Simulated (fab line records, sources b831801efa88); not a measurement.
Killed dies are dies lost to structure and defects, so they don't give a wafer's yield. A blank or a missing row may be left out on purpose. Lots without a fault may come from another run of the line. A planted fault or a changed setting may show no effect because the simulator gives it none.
Chamber matching | flow gf180mcu | GF_V3_CMP_26 on cmp-02: 4 sister chambers
The step polishes, stops on SiO2, t overpolish 15 s, target thk 0 nm. 4 wafers are shown with their chamber, then 8 later ones without.

WAFERS WITH THEIR CHAMBER
wafer  | chamber | motor_current_A (A)
L378.5 | 0       | 12.6
L380.2 | 1       | 9.1
L381.5 | 2       | 10.3
L385.3 | 3       | 12.0

WAFERS WITHOUT THEIR CHAMBER
wafer  | motor_current_A (A)
L385.4 | 12.7
L385.6 | 11.5
L387.3 | 11.7
L387.5 | 10.3
L387.6 | 9.4
L388.4 | 12.7
L388.5 | 12.4
L388.6 | 9.0

WHICH CHAMBER EACH WENT THROUGH
wafer  | from the rows above     | in truth
L385.4 | 0                       | 0
L385.6 | 3                       | 3
L387.3 | 3                       | 3
L387.5 | 2                       | 2
L387.6 | 1                       | 1
L388.4 | 0                       | 0
L388.5 | can't be placed: 0 or 3 | 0
L388.6 | 1                       | 1
Placed correctly: 7 of 8. Can't be placed from these rows: 1 (the true chamber is among the candidates in 1). Placed wrongly: 0.
How it was worked out, from the rows above alone: a wafer's distance from a chamber is the root of the sum, over the readings, of the square of ((its reading less the chamber's mean) divided by the reading's scatter). The wafer belongs to the nearest chamber; if the next one is less than 2 further off, it can't be placed. A chamber's mean is the mean of its shown wafers. The scatter: with one shown wafer a chamber, the root of the mean of the squares of how far each hidden wafer lies from its nearest shown one.
